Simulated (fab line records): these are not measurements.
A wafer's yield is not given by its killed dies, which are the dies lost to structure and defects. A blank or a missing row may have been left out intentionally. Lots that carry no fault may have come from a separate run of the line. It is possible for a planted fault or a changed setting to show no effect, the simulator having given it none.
A struck lot beside a sound one	flow gf180mcu	19 steps out of a route of 602
Sound: these wafers, L390.4, L390.5, L390.6. The struck wafers were L394.1, L394.3, L394.4. Last of all comes the cause.
Per side, at each step with rows, come the tool, then ch with its chambers, and then its first start. Under that, the readings that differ: sound wafers	struck wafers	difference of the means	sigmas: that difference in standard deviations of wafers without a fault.
alike: words and numbers the same on both sides, and readings whose means are apart by under 2 such deviations; not compared: readings that were withheld, readings missing a value for some wafer, numbers with overlapping values and no deviation given by the record, and bounds like >300 which may hide the same value.
A row with sigmas, a row that says differs or no value, or rows on one side alone: a step with any of these is where the two part. Non-overlapping numbers with no deviation appear without sigmas and do not part them. Lack of a reading on every wafer of one side parts them only where that side has two or more wafers.

GF_CONTACT_THK_MEAS_26: measures by xrf.
  sound: filmMetro-03 at day 18 02:46; struck: filmMetro-02 at day 19 10:53
  alike: CONTACT_W_THK
GF_CONTACT_CMP_27: polishes, stops on SiO2, t overpolish 15 s, target thk 0 nm.
  sound on cmp-02 ch 1,2, day 18 02:48; struck on cmp-02 ch 1,2,3, day 19 10:57
  alike: motorCurrentA, overpolishRunS, timeToEndpointS
GF_M1_SPUTTER_00: material Ti, target thk 37.5 nm, time 150 s.
  sound: pvdSputter-04 at day 18 03:06; struck: pvdSputter-04 at day 19 11:15
  alike: throttleValvePct
GF_M1_SPUTTER_01: material TiN, target thk 30 nm, time 25 s.
  sound: pvdSputter-04 at day 18 03:12; struck: pvdSputter-04 at day 19 11:21
  alike: throttleValvePct
GF_M1_SPUTTER_02: material AlCu, target thk 450 nm, time 23.9 s.
  sound: pvdSputter-04 at day 18 03:14; struck: pvdSputter-04 at day 19 11:23
  alike: throttleValvePct
GF_M1_SPUTTER_03: material Ti, target thk 10 nm, time 6.7 s.
  sound: pvdSputter-04 at day 18 03:16; struck: pvdSputter-04 at day 19 11:25
  alike: throttleValvePct
then, 1 step without rows for these wafers: GF_M1_SPUTTER_04 (material TiN, target thk 50 nm, time 41.7 s).
GF_M1_RS_MEAS_05: uses a four-point probe to measure.
  sound: filmMetro-01 at day 18 03:23; struck: filmMetro-04 at day 19 11:28
  alike: M1_ALCU_RS
GF_M1_THK_MEAS_06: measures by xrf.
  sound: filmMetro-01 at day 18 03:28; struck: filmMetro-04 at day 19 11:35
  alike: M1_ALCU_THK
then, 3 steps without rows for these wafers: GF_M1_DEHYDRATE_07 (time 60 s); GF_M1_HMDS_08 (prime time 60 s); GF_M1_COAT_09 (resist thk 1000 nm).
GF_M1_SOFTBAKE_10: time 60 s.
  sound on lithoTrack-02 ch 0, day 18 15:14; struck on lithoTrack-02 ch 0, day 20 00:00
reading	sound	struck	difference	sigmas
heaterPowerTotalW (W)	93.04 93.07 93.10	91.88 91.81 91.78	-1.25	-20
plateTempC (C)	130.03 130.00 129.99	128.69 128.59 128.57	-1.39	-11
  alike: exhaustPa
then, 3 steps without rows for these wafers: GF_M1_EXPOSE_11 (exposes mask Metal1, target cd 230 nm); GF_M1_PEB_12 (peb time 90 s); GF_M1_DEVELOP_13 (develop time 60 s).
GF_M1_CD_MEAS_14: the cd target is 230 nm.
  sound: cdSem-02 at day 19 03:48; struck: cdSem-02 at day 20 12:05
reading	sound	struck	difference	sigmas
cdNm (nm)	227.9 229.8 229.0	232.8 232.4 233.8	+4.1	+3
GF_M1_OVL_MEAS_15:
  sound: overlay-01 at day 19 03:53; struck: overlay-02 at day 20 12:13
  alike: M1_OVL
GF_PASSIVATION_PROBE_99:
  the record holds rows for the sound wafers here (prober-01, day 30 15:18) but none for the struck ones

WHERE THEY PART
Earliest at GF_M1_SOFTBAKE_10; latest, in this record, at GF_PASSIVATION_PROBE_99.

WHY: whatever the simulator had introduced
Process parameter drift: lithoTrack-02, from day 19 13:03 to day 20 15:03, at GF_M1_SOFTBAKE_10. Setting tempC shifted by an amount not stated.
